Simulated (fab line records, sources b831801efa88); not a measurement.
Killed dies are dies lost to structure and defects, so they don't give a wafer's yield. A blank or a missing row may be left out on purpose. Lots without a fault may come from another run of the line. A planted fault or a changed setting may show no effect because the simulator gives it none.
A struck lot beside a sound one | flow sky130 | 14 steps out of a route of 708
Sound: wafers L714.2, L714.4, L714.5. Struck: wafers L700.1, L700.4, L700.5. The cause comes at the end.
At each step with rows: each side's tool, then ch and its chambers, then its first start. Under that, the readings that differ: sound wafers | struck wafers | difference of the means | sigmas: that difference in standard deviations of wafers without a fault.
alike: readings whose means differ by less than 2 such deviations, and words and numbers that are the same on both sides. not compared: withheld readings, readings that some wafer has no value for, bounds like >300 that may hide the same value, and numbers for which the record gives no deviation and whose values overlap.
The two part at a step that has a row with sigmas, a row that says differs or no value, or rows on one side only. Numbers that don't overlap but have no deviation are shown without sigmas and don't part them. A reading that every wafer of one side lacks parts them only if that side has two wafers or more.

SKY_CAP2M_METAL_ETCH_13: etches TiN in Cl2/BCl3, stops on SiO2, target depth 220 nm, time 62.9 s.
  sound on rie_metal-04 ch 0,1, day 46 09:26; struck on rie_metal-04 ch 0,1, day 43 01:55
  alike: drypump_motor_current_A, oes_product_au, throttle_valve_pct
  not compared: rf_hours_counter_h
SKY_CAP2M_STRIP_14: strips in O2/N2.
  sound on plasma_asher-04 ch 0,1, day 46 09:31; struck on plasma_asher-04 ch 0,1, day 43 01:59
  alike: drypump_motor_current_A, oes_product_au, strip_time_to_endpoint_s
  not compared: rf_hours_counter_h
then, 10 steps without rows for these wafers: SKY_CAP2M_STRIP_15 (strips in post etch residue remover, time 1200 s); SKY_CAP2M_CLEAN_16 (cleans in IPA, time 180 s); SKY_CAP2M_CLEAN_17 (cleans in O3/DIW); SKY_METAL4_DEHYDRATE_05 (time 60 s); SKY_METAL4_HMDS_06 (prime time 60 s); SKY_METAL4_COAT_07 (resist thk 60 nm); SKY_METAL4_COAT_08 (resist thk 1140 nm); SKY_METAL4_SOFTBAKE_09 (time 90 s); SKY_METAL4_EXPOSE_10 (exposes mask MM4, target cd 300 nm); SKY_METAL4_PEB_11.
SKY_METAL4_DEVELOP_12: develop time 60 s.
  sound on litho_track-02 ch 0, day 47 07:00; struck on litho_track-02, day 44 01:00
  no value came back on the struck wafers for chill_plate_temp_C (C), develop_time_s (s), exhaust_pa (Pa); on the sound wafers chill_plate_temp_C (C) reads 22.99 23.00 23.03
  reading                                       | sound          | struck         | difference | sigmas
  model.KrF-thick_of_METAL4_COAT_08.thk_nm (nm) | 1128 1124 1127 | 1139 1137 1139 | +12        |
SKY_METAL4_CD_MEAS_13: target cd 300 nm.
  sound on cd_sem-02, day 47 07:18; struck on cd_sem-02, day 44 01:47
  reading    | sound             | struck | difference                    | sigmas
  cd_nm (nm) | 299.4 299.1 298.0 | - - -  | no value on the struck wafers |

WHERE THEY PART
First at SKY_METAL4_DEVELOP_12; last, within this record, at SKY_METAL4_CD_MEAS_13.

WHY: what the simulator had put in
Skipped step whole: litho_track-02, from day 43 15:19 on, at SKY_METAL4_DEVELOP_12. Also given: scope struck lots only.
